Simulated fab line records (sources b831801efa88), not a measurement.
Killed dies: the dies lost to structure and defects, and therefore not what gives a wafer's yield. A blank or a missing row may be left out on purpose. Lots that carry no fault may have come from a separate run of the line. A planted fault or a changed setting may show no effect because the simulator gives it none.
Matching of chambers :: flow gf180mcu :: GF_STI_ETCH_13 on rie diel-03: 4 sister chambers
The step etches the open film in CHF3/O2, stops on Si, target depth 282.31 nm, time 112.9 s. 18 wafers are shown with their chamber, then 9 later ones without.

WAFERS PAIRED WITH THEIR CHAMBERS
wafer: L075.1
chamber: 3
drypump motor current A (A): 4.7
oes product au (a.u.): 0.832
throttle valve pct (%): 8.804

wafer: L075.2
chamber: 0
drypump motor current A (A): 4.7
oes product au (a.u.): 0.844
throttle valve pct (%): 8.801

wafer: L075.3
chamber: 2
drypump motor current A (A): 5.3
oes product au (a.u.): 0.840
throttle valve pct (%): 8.819

wafer: L075.4
chamber: 1
drypump motor current A (A): 5.4
oes product au (a.u.): 0.831
throttle valve pct (%): 8.820

wafer: L075.5
chamber: 0
drypump motor current A (A): 4.7
oes product au (a.u.): 0.838
throttle valve pct (%): 8.817

wafer: L075.6
chamber: 3
drypump motor current A (A): 4.7
oes product au (a.u.): 0.840
throttle valve pct (%): 8.820

wafer: L077.1
chamber: 1
drypump motor current A (A): 5.4
oes product au (a.u.): 0.830
throttle valve pct (%): 8.808

wafer: L077.2
chamber: 3
drypump motor current A (A): 4.7
oes product au (a.u.): 0.829
throttle valve pct (%): 8.809

wafer: L077.3
chamber: 2
drypump motor current A (A): 5.3
oes product au (a.u.): 0.840
throttle valve pct (%): 8.818

wafer: L080.1
chamber: 1
drypump motor current A (A): 5.5
oes product au (a.u.): 0.827
throttle valve pct (%): 8.820

wafer: L080.2
chamber: 2
drypump motor current A (A): 5.3
oes product au (a.u.): 0.840
throttle valve pct (%): 8.787

wafer: L080.3
chamber: 3
drypump motor current A (A): 4.7
oes product au (a.u.): 0.829
throttle valve pct (%): 8.822

wafer: L080.4
chamber: 3
drypump motor current A (A): 4.7
oes product au (a.u.): 0.825
throttle valve pct (%): 8.829

wafer: L080.5
chamber: 2
drypump motor current A (A): 5.3
oes product au (a.u.): 0.829
throttle valve pct (%): 8.831

wafer: L080.6
chamber: 1
drypump motor current A (A): 5.5
oes product au (a.u.): 0.824
throttle valve pct (%): 8.808

wafer: L081.3
chamber: 3
drypump motor current A (A): 4.7
oes product au (a.u.): 0.829
throttle valve pct (%): 8.811

wafer: L081.4
chamber: 0
drypump motor current A (A): 4.7
oes product au (a.u.): 0.835
throttle valve pct (%): 8.816

wafer: L081.5
chamber: 0
drypump motor current A (A): 4.7
oes product au (a.u.): 0.828
throttle valve pct (%): 8.806

SIGNATURES (means of the wafers above)
reading: drypump motor current A
chamber 0: 4.700
chamber 1: 5.450
chamber 2: 5.300
chamber 3: 4.700
scatter within a chamber: 0.0267

reading: oes product au
chamber 0: 0.83625
chamber 1: 0.82800
chamber 2: 0.83725
chamber 3: 0.83067
scatter within a chamber: 0.00523

reading: throttle valve pct
chamber 0: 8.81000
chamber 1: 8.81400
chamber 2: 8.81375
chamber 3: 8.81583
scatter within a chamber: 0.0114
Rule: for each reading, subtract the chamber's mean from the wafer's reading, divide by that reading's scatter and square the result; add these up over the readings and take the root, which gives the wafer's distance from the chamber. If the next closest chamber is less than 2 further off than the closest, the wafer can't be placed; otherwise it belongs to the closest. The scatter: take each reading less its chamber's mean, square it, sum over the shown wafers, divide by the number of wafers less the number of chambers, and take the root.

WAFERS WITH NO CHAMBER GIVEN
wafer: L092.2
drypump motor current A (A): 5.3
oes product au (a.u.): 0.834
throttle valve pct (%): 8.817

wafer: L092.5
drypump motor current A (A): 4.7
oes product au (a.u.): 0.829
throttle valve pct (%): 8.810

wafer: L092.6
drypump motor current A (A): 4.7
oes product au (a.u.): 0.827
throttle valve pct (%): 8.807

wafer: L096.3
drypump motor current A (A): 4.7
oes product au (a.u.): 0.830
throttle valve pct (%): 8.815

wafer: L096.4
drypump motor current A (A): 5.3
oes product au (a.u.): 0.822
throttle valve pct (%): 8.800

wafer: L096.6
drypump motor current A (A): 4.7
oes product au (a.u.): 0.837
throttle valve pct (%): 8.801

wafer: L097.2
drypump motor current A (A): 4.7
oes product au (a.u.): 0.838
throttle valve pct (%): 8.808

wafer: L097.3
drypump motor current A (A): 5.4
oes product au (a.u.): 0.846
throttle valve pct (%): 8.797

wafer: L097.4
drypump motor current A (A): 4.7
oes product au (a.u.): 0.832
throttle valve pct (%): 8.826

WHICH CHAMBER EACH ONE RAN IN
wafer: L092.2
from the rows above: 2
in truth: 2

wafer: L092.5
from the rows above: can't be placed: 3 or 0
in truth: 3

wafer: L092.6
from the rows above: can't be placed: 3 or 0
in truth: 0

wafer: L096.3
from the rows above: can't be placed: 3 or 0
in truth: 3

wafer: L096.4
from the rows above: 2
in truth: 2

wafer: L096.6
from the rows above: can't be placed: 0 or 3
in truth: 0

wafer: L097.2
from the rows above: can't be placed: 0 or 3
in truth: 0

wafer: L097.3
from the rows above: can't be placed: 1 or 2
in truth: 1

wafer: L097.4
from the rows above: can't be placed: 3 or 0
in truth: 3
Correctly placed: 2 of 9. These rows do not allow placing 7 (true chamber among the candidates in 7). 0 placed wrongly.
